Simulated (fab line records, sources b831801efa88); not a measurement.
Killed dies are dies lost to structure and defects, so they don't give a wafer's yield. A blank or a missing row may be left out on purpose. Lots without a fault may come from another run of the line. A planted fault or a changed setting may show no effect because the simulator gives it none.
Which tool did it? | flow gf180mcu | 13 lots, 39 wafers sampled, at 6 steps of a route of 602

WHAT THE GAUGES READ, wafer by wafer
GF_HV_LDD_CD_MEAS_07: target cd 400 nm. Usual: cd_nm 400.2 nm, standard deviation 2.2.
lot  | measured     | on        | cd_nm (nm)        | flag
L402 | day 10 01:58 | cd_sem-02 | 401.9 401.0 398.3 |
L403 | day 10 05:10 | cd_sem-02 | 403.4 404.1 401.8 |
L404 | day 10 16:24 | cd_sem-02 | 398.4 400.2 399.2 |
L405 | day 11 05:10 | cd_sem-01 | 397.9 398.8 395.6 |
L406 | day 11 10:57 | cd_sem-01 | 401.7 400.0 401.6 |
L407 | day 11 17:10 | cd_sem-02 | 400.3 400.7 399.8 |
L408 | day 11 23:50 | cd_sem-02 | 399.7 400.4 400.4 |
L409 | day 12 03:45 | cd_sem-02 | 402.1 403.2 403.0 |
L413 | day 13 14:40 | cd_sem-02 | 403.8 402.6 402.9 |
L419 | day 15 04:19 | cd_sem-02 | 397.6 400.0 400.5 |
L420 | day 15 15:01 | cd_sem-02 | 398.7 399.5 398.6 |
L422 | day 16 00:39 | cd_sem-01 | 398.7 399.8 398.5 |
L424 | day 16 15:16 | cd_sem-02 | 397.7 396.0 398.1 |

GF_HV_LDD_CD_MEAS_46: target cd 400 nm. Usual: cd_nm 401.2 nm, standard deviation 2.5.
lot  | measured     | on        | cd_nm (nm)        | flag
L402 | day 12 10:25 | cd_sem-01 | 399.5 398.5 400.4 |
L403 | day 12 13:58 | cd_sem-02 | 400.4 399.2 401.8 |
L404 | day 13 02:21 | cd_sem-01 | 403.2 403.3 400.3 |
L405 | day 13 16:31 | cd_sem-02 | 399.5 397.8 401.1 |
L406 | day 13 23:03 | cd_sem-01 | 403.8 402.5 400.3 |
L407 | day 14 04:25 | cd_sem-02 | 399.0 400.2 399.8 |
L408 | day 14 12:43 | cd_sem-02 | 396.5 396.3 396.4 |
L409 | day 14 18:54 | cd_sem-01 | 406.5 404.0 407.1 |
L413 | day 16 07:40 | cd_sem-01 | - - -             | OFF
L419 | day 18 01:28 | cd_sem-02 | 399.0 401.3 398.4 |
L420 | day 18 12:49 | cd_sem-02 | 398.8 403.4 405.1 |
L422 | day 18 23:24 | cd_sem-02 | 397.7 398.9 400.2 |
L424 | day 19 14:13 | cd_sem-02 | 403.5 401.7 400.0 |

GF_HV_LDD_TW_MEAS_50. Usual: HV_LDD_4_TW 567, standard deviation 7.6.
lot  | measured     | on            | HV_LDD_4_TW | flag
L402 | day 12 10:49 | film_metro-03 | 562 564 563 |
L403 | day 12 14:20 | film_metro-03 | 561 562 562 |
L404 | day 13 02:45 | film_metro-03 | 561 557 557 |
L405 | day 13 16:53 | film_metro-01 | 577 570 573 |
L406 | day 13 23:28 | film_metro-01 | 573 577 573 |
L407 | day 14 04:49 | film_metro-03 | 555 560 559 |
L408 | day 14 13:07 | film_metro-01 | 569 568 569 |
L409 | day 14 19:19 | film_metro-04 | 573 571 570 |
L413 | day 16 08:02 | film_metro-01 | 30 30 30    | OFF
L419 | day 18 01:52 | film_metro-04 | 572 575 571 |
L420 | day 18 13:13 | film_metro-03 | 553 555 556 |
L422 | day 18 23:49 | film_metro-03 | 555 557 556 |
L424 | day 19 14:37 | film_metro-04 | 576 574 577 |

GF_NSD_OVL_MEAS_08. Usual: NSD_OVL -1.8 nm, standard deviation 1.4.
lot  | measured     | on         | NSD_OVL (nm)   | flag
L402 | day 13 09:41 | overlay-02 | -2.0 -2.0 -2.5 |
L403 | day 13 12:23 | overlay-01 | -0.9 -1.7 -0.9 |
L404 | day 14 01:56 | overlay-01 | -0.4 -0.6 -1.0 |
L405 | day 14 16:23 | overlay-01 | -0.6 -0.8 -0.4 |
L406 | day 14 22:37 | overlay-02 | -2.9 -1.1 -1.2 |
L407 | day 15 05:26 | overlay-01 | 0.1 0.0 -0.3   |
L408 | day 15 12:52 | overlay-01 | 0.7 -1.1 -1.3  |
L409 | day 15 20:35 | overlay-02 | -1.5 -1.5 -1.8 |
L419 | day 19 04:29 | overlay-01 | -2.6 -3.1 -2.3 |
L420 | day 19 16:32 | overlay-02 | -1.0 -1.2 -0.5 |
L422 | day 20 02:46 | overlay-02 | -2.7 -3.5 -0.8 |
L424 | day 20 18:26 | overlay-02 | -3.6 -4.1 -4.6 |

GF_PSD_TW_MEAS_11. Usual: PSD_TW 3147, standard deviation 34.
lot  | measured     | on            | PSD_TW         | flag
L402 | day 14 06:55 | film_metro-03 | 3115 3123 3133 |
L403 | day 14 09:56 | film_metro-03 | 3106 3127 3121 |
L404 | day 14 23:13 | film_metro-03 | 3140 3119 3131 |
L405 | day 15 14:47 | film_metro-02 | 3132 3135 3112 |
L406 | day 15 20:34 | film_metro-03 | 3151 3137 3136 |
L407 | day 16 03:52 | film_metro-03 | 3117 3140 3138 |
L408 | day 16 11:19 | film_metro-04 | 3215 3214 3212 |
L409 | day 16 19:04 | film_metro-03 | 3134 3134 3136 |
L419 | day 20 05:34 | film_metro-02 | 3144 3141 3130 |
L420 | day 20 17:43 | film_metro-03 | 3147 3143 3136 |
L422 | day 21 03:34 | film_metro-04 | 3225 3215 3203 |
L424 | day 21 19:07 | film_metro-02 | 3154 3132 3126 |

WHICH TOOL RAN EACH LOT (tool, then ch and the chambers of the sampled wafers, then the start)
lot  | GF_HV_LDD_EXPOSE_43
L402 | iline_stepper-02 ch 0, day 12 00:51
L403 | iline_stepper-01 ch 0, day 12 04:05
L404 | iline_stepper-02 ch 0, day 12 17:04
L405 | iline_stepper-01 ch 0, day 13 06:26
L406 | iline_stepper-02 ch 0, day 13 13:16
L407 | iline_stepper-02 ch 0, day 13 18:19
L408 | iline_stepper-01 ch 0, day 14 02:54
L409 | iline_stepper-01 ch 0, day 14 08:33
L413 | iline_stepper-01 ch 0, day 15 20:02
L419 | iline_stepper-02 ch 0, day 17 13:54
L420 | iline_stepper-01 ch 0, day 18 01:17
L422 | iline_stepper-02 ch 0, day 18 11:17
L424 | iline_stepper-02 ch 0, day 19 02:36
- GF_HV_LDD_EXPOSE_43: exposes mask Pplus HV AREA, target cd 400 nm.

WHAT THE TOOLS THEMSELVES READ (means of the sampled wafers that have a number; where no wafer has one, the mark that the record gives instead)
GF_HV_LDD_EXPOSE_43. Usual: focus_offset_nm -0.1 nm, standard deviation 0.59.
lot  | tool             | focus_offset_nm (nm) | flag
L402 | iline_stepper-02 | -0.3                 |
L403 | iline_stepper-01 | 0.2                  |
L404 | iline_stepper-02 | -0.6                 |
L405 | iline_stepper-01 | -0.9                 |
L406 | iline_stepper-02 | -0.4                 |
L407 | iline_stepper-02 | -0.6                 |
L408 | iline_stepper-01 | -0.1                 |
L409 | iline_stepper-01 | -0.2                 |
L413 | iline_stepper-01 | 0.8                  |
L419 | iline_stepper-02 | 0.1                  |
L420 | iline_stepper-01 | -0.5                 |
L422 | iline_stepper-02 | -0.1                 |
L424 | iline_stepper-02 | -0.4                 |

THE ANSWER, worked out from the rows above alone
Rule: a lot is off if the mean of its wafers that have a number lies more than 3 standard deviations from the usual mean. A lot without any number at a reading at which 4 lots or more have one is off too. The other lots that the step has rows for count as sound. The gauges are gone through in route order, then the tools' own readings, and for those a lot's mean is taken as printed above. The first step at which some lot is off is used, and at that step the reading that is off furthest; a lot without a number counts as furthest.
Off: L413, at GF_HV_LDD_CD_MEAS_46 (cd_nm). Without a number there: L413.
A tool fits if, at a process step before that reading, it ran every lot that is off, and no sound lot after the first of them. The gauges at GF_HV_LDD_CD_MEAS_46 aren't tried: what is off there is off at GF_HV_LDD_TW_MEAS_50 too, on other tools, and a gauge's error can't cause that. None of those tried fits.

WHAT THE SIMULATOR HAD PUT IN
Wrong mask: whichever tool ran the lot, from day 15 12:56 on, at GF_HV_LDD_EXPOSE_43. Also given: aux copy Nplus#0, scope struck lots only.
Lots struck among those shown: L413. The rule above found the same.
